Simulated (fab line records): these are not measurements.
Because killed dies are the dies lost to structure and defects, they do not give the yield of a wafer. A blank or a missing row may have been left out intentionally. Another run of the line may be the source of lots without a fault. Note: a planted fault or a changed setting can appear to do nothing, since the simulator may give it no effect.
fab line records    flow sfqLine    part 2 of 2: steps 29 to 40 of 40
record lots=5  wafers=15  lastDay=83
route steps=325 shown M5@199 A5B@209 R5@212 I5@228
lots with no fault: from the same line, run without faults
startH: hours from the record's opening day to when the first of the lot's shown wafers began    waitH: how many hours have passed since the lot's step before this one    " repeats the value in the row above    L1.1+2: a row that stands for several wafers    - no value, or no start was given    * or withheld: withheld    < > ~ a bound
route shown NAME@n: NAME is a module with steps in the file, n the number in the route of the first one    usual: mean/standard deviation taken from wafers without a fault    same: alike in all rows    chamber/n: place in a boat    sites: the reading at each site    _std_site: standard deviation of those values    _edge_site: outer sites' mean less inner sites'    radiusMm: how far each site lies from the wafer's centre    mask NAME#n: copy n    behind: the most recent tool/chamber to have shaped the wafer    hold: reason for holding the lot/hours on hold/outcome of the hold    device: the transistor (n, p or np) that didn't switch    end of line: the same wafers' tests at the end of the route    for a step that has no rows: nothing shown but its recipe    killed: the dies lost at the first sort to structure and to defects; this is not the yield of the wafer    map: a wafer's dies, marking killed ones x, the rest . and places with no die _
set.NAME: setting as actually run; set.NAME@STEP: the setting as run at that earlier step    model.NAME: the simulator's own value behind a step, which no gauge read
certain route steps with their lots: each step a table, each wafer a row
services: when a tool's chamber went out of use (startH, in hours from the record's first day, below 0 if earlier), for how many hours, and the reason
## steps
# step SFQ_TRILAYER_R5_STRIP_SOLV_CLEAN_141
# recipe chemistry=NMP  tempC=70  timeS=600
lot.wafer   tool         chamber  startH   waitH
L083.1+2+3  wetBench-04  4,2,3    1600.38  0.4
L090.1+3+4  wetBench-04  3,2,4    1639.98  0.4
L091.1+4+6  wetBench-01  6,5,3    1645.98  0.4
L092.1+2+3  wetBench-02  2,1,4    1655.58  0.4
L097.1+2+3  wetBench-04  1,0,5    1678.28  0.4
# step SFQ_TRILAYER_A5C_DEP_PECVD_142
# recipe material=SiO2  tempC=150  timeS=15.556  pressureTorr=2.4  rfW=183.3  precursor=SiH4/N2O  targetThkNm=70
# usual heaterPowerW=76/13  throttleValvePct=24.5/1.5
lot.wafer  tool      chamber  startH   waitH  heaterPowerW  sinceWetCleanH  throttleValvePct
L083.1     pecvd-02  2        1600.55  0.0    87            1392            27.4
L083.2     "         0        "        "      72            1392            24.4
L083.3     "         1        "        "      63            1392            24.1
L090.1     pecvd-04  0        1640.15  0.0    69            309             24.0
L090.3     "         1        "        "      82            309             22.8
L090.4     "         1        "        "      82            -               22.3
L091.1     pecvd-04  0        1646.33  0.0    62            316             23.9
L091.4     "         0        "        "      64            -               23.9
L091.6     "         2        "        "      81            -               24.0
L092.1     pecvd-04  1        1655.75  0.0    72            325             22.4
L092.2     "         0        "        "      65            325             23.9
L092.3     "         2        "        "      85            325             23.7
L097.1     pecvd-02  1        1678.45  0.0    63            1470            24.2
L097.2     "         2        "        "      75            1470            27.4
L097.3     "         0        "        "      81            1470            24.4
# step SFQ_TRILAYER_I5_LITHO_COAT_149
# recipe resist=BARC  spinRpm=3000  resistThkNm=62
lot.wafer   tool           chamber  startH   waitH
L083.1+2+3  lithoTrack-01  0        1600.58  0.0
L090.1+3+4  lithoTrack-01  0        1640.18  0.0
L091.1+4+6  lithoTrack-02  0        1646.35  0.0
L092.1+2+3  lithoTrack-03  0        1655.78  0.0
L097.1+2+3  lithoTrack-01  0        1678.48  0.0
# step SFQ_TRILAYER_I5_LITHO_COAT_144
# recipe resist=KrF  spinRpm=3000  resistThkNm=650
lot.wafer   tool           chamber  startH   waitH
L083.1+2+3  lithoTrack-01  0        1600.88  0.2
L090.1+3+4  lithoTrack-01  0        1640.48  0.2
L091.1+4+6  lithoTrack-02  0        1646.65  0.2
L092.1+2+3  lithoTrack-03  0        1656.08  0.2
L097.1+2+3  lithoTrack-01  0        1678.78  0.2
# step SFQ_TRILAYER_I5_LITHO_SOFTBAKE_148
# recipe tempC=withheld  timeS=withheld  resist=KrF
lot.wafer   tool           chamber  startH   waitH
L083.1+2+3  lithoTrack-01  0        1601.18  0.2
L090.1+3+4  lithoTrack-01  0        1640.78  0.2
L091.1+4+6  lithoTrack-02  0        1646.95  0.2
L092.1+2+3  lithoTrack-03  0        1656.38  0.2
L097.1+2+3  lithoTrack-01  0        1679.08  0.2
# step SFQ_TRILAYER_I5_LITHO_EXPOSE_145
# recipe maskId=I5  na=0.6  sourceShape=conventional  sigmaOuter=0.65  targetCdNm=700  doseMj=21.3
# same sigmaOuter=0.65
lot.wafer   tool           chamber  startH   waitH  mask
L083.1+2+3  krfScanner-02  0        1619.10  -      I5#0
L090.1+3+4  krfScanner-02  0        1663.05  -      I5#0
L091.1+4+6  krfScanner-02  0        1671.45  -      I5#0
L092.1+2+3  krfScanner-02  0        1678.65  -      I5#0
L097.1+2+3  krfScanner-02  0        1695.25  -      I5#0
# step SFQ_TRILAYER_I5_LITHO_PEB_147
# recipe pebTempC=115  pebTimeS=60  resist=KrF
lot.wafer   tool           chamber  startH   waitH
L083.1+2+3  lithoTrack-03  0        1620.30  1.0
L090.1+3+4  lithoTrack-02  0        1664.25  1.0
L091.1+4+6  lithoTrack-02  0        1672.65  1.0
L092.1+2+3  lithoTrack-02  0        1679.85  1.0
L097.1+2+3  lithoTrack-03  0        1696.45  1.0
# step SFQ_TRILAYER_I5_LITHO_DEVELOP_146
# recipe timeS=60  resist=KrF
lot.wafer   tool           chamber  startH   waitH
L083.1+2+3  lithoTrack-03  0        1620.45  0.1
L090.1+3+4  lithoTrack-02  0        1664.40  0.1
L091.1+4+6  lithoTrack-02  0        1672.80  0.1
L092.1+2+3  lithoTrack-02  0        1680.00  0.1
L097.1+2+3  lithoTrack-03  0        1696.60  0.1
# step SFQ_I5_OVL_MEAS_936
# usual I5_OVL=1/5.7
lot.wafer  tool        chamber  startH   waitH  I5_OVL[nm]
L083.1     overlay-01  -        1620.60  0.1    2
L083.2     "           -        "        "      3
L083.3     "           -        "        "      0
L090.1     overlay-02  -        1664.55  0.1    4
L090.3     "           -        "        "      0
L090.4     "           -        "        "      6
L091.1     overlay-02  -        1672.95  0.1    12
L091.4     "           -        "        "      6
L091.6     "           -        "        "      12
L092.1     overlay-02  -        1680.15  0.1    -2
L092.2     "           -        "        "      -8
L092.3     "           -        "        "      0
L097.1     overlay-02  -        1696.75  0.1    3
L097.2     "           -        "        "      2
L097.3     "           -        "        "      7
# step SFQ_TRILAYER_I5_BARC_OPEN_VIA_ETCH_200
# recipe maskMaterial=PR  chemistry=O2  targetDepthNm=125  target=BARC  sourceW=500  biasW=80  pressureMtorr=30  timeS=41.7
# usual drypumpMotorCurrentA=5.7/0.34  oesProductAu=0.685/0.0043
lot.wafer  tool        chamber  startH   waitH  drypumpMotorCurrentA  oesProductAu  rfHoursCounterH
L083.1     rieDiel-01  2        1620.63  0.0    5.7                   0.685         12
L083.2     "           1        "        "      5.8                   0.683         5
L083.3     "           3        "        "      5.1                   0.684         17
L090.1     rieDiel-01  1        1664.58  0.0    5.8                   0.686         6
L090.3     "           0        "        "      5.8                   0.683         8
L090.4     "           3        "        "      5.1                   0.686         17
L091.1     rieDiel-01  2        1672.98  0.0    5.7                   0.684         13
L091.4     "           1        "        "      5.8                   0.683         6
L091.6     "           3        "        "      5.1                   0.691         -
L092.1     rieDiel-02  2        1680.18  0.0    5.6                   0.692         5
L092.2     "           1        "        "      5.1                   0.683         20
L092.3     "           3        "        "      5.3                   0.687         10
L097.1     rieDiel-01  3        1696.78  0.0    5.2                   0.685         18
L097.2     "           2        "        "      5.7                   0.683         13
L097.3     "           1        "        "      5.8                   0.682         6
# step SFQ_TRILAYER_I5_ETCH_VIA_ETCH_147
# recipe stopOn=Nb  maskMaterial=PR  chemistry=CHF3  targetDepthNm=360  sourceW=500  biasW=80  pressureMtorr=30  timeS=withheld
# usual drypumpMotorCurrentA=5.7/0.34  oesProductAu=0.989/0.0058
lot.wafer  tool        chamber  startH   waitH  drypumpMotorCurrentA  oesProductAu
L083.1     rieDiel-01  2        1620.67  0.0    5.7                   0.993
L083.2     "           1        "        "      5.8                   0.996
L083.3     "           3        "        "      5.1                   0.990
L090.1     rieDiel-01  1        1664.62  0.0    5.8                   0.995
L090.3     "           0        "        "      5.8                   0.987
L090.4     "           3        "        "      5.1                   0.998
L091.1     rieDiel-01  2        1673.02  0.0    5.7                   0.981
L091.4     "           1        "        "      5.8                   0.991
L091.6     "           3        "        "      5.2                   0.988
L092.1     rieDiel-02  2        1680.22  0.0    5.6                   0.987
L092.2     "           1        "        "      5.1                   0.989
L092.3     "           3        "        "      5.3                   0.980
L097.1     rieDiel-01  3        1696.82  0.0    5.1                   0.982
L097.2     "           2        "        "      5.7                   0.983
L097.3     "           1        "        "      5.8                   0.996
# step SFQ_TRILAYER_I5_STRIP_STRIP_148
# recipe gas=O2  powerW=200  platenTempC=40  overashFraction=0.65  chemistry=O2  pressureMtorr=50
# usual drypumpMotorCurrentA=5.8/0.55  oesProductAu=0.998/0.0081
lot.wafer  tool         chamber  startH   waitH  drypumpMotorCurrentA  oesProductAu  rfHoursCounterH
L083.1     rieMetal-02  0        1620.82  -      6.6                   0.997         9
L083.2     "            1        "        "      6.0                   1.005         61
L083.3     "            1        "        "      6.0                   0.996         -
L090.1     rieMetal-03  0        1664.77  -      5.9                   0.998         81
L090.3     "            0        "        "      5.9                   0.996         -
L090.4     "            1        "        "      5.0                   1.000         -
L091.1     rieMetal-03  0        1673.17  -      5.9                   0.999         83
L091.4     "            0        "        "      6.0                   1.000         -
L091.6     "            1        "        "      5.0                   1.007         -
L092.1     rieMetal-04  0        1680.37  -      6.2                   0.992         57
L092.2     "            1        "        "      5.3                   1.003         74
L092.3     "            1        "        "      5.3                   1.003         -
L097.1     rieMetal-04  1        1696.97  -      5.3                   1.004         76
L097.2     "            0        "        "      6.2                   0.999         60
L097.3     "            0        "        "      6.2                   0.990         -
## services
tool           chamber  startH   hours  kind
rieMetal-02    0        1378.67  22.1   repair
rieMetal-04    -        1393.39  1.0    repair
rieDiel-01     -        1404.55  4.3    pm
krfScanner-02  -        1431.15  1.3    pm
pvdSputter-06  -        1431.34  4.4    repair
krfScanner-02  -        1455.35  0.8    pm
rieMetal-04    0        1458.27  24.1   repair
rieDiel-01     -        1465.71  0.2    repair
krfScanner-02  -        1489.95  3.6    pm
rieMetal-02    1        1505.48  28.5   repair
krfScanner-02  -        1514.41  1.0    pm
rieMetal-04    0        1544.99  12.3   repair
rieMetal-02    -        1581.38  0.1    repair
krfScanner-02  -        1583.60  21.0   pm
rieDiel-01     1        1598.37  5.5    repair
krfScanner-02  -        1607.00  1.3    pm
rieMetal-04    -        1610.41  2.8    pm
rieDiel-01     2        1650.10  6.1    repair
krfScanner-02  -        1668.07  0.2    repair
pvdSputter-06  -        1674.63  3.9    repair
rieDiel-01     3        1679.86  4.3    repair
krfScanner-02  -        1683.45  1.0    pm
rieMetal-02    1        1685.65  4.7    repair
rieDiel-01     -        1693.17  0.8    repair
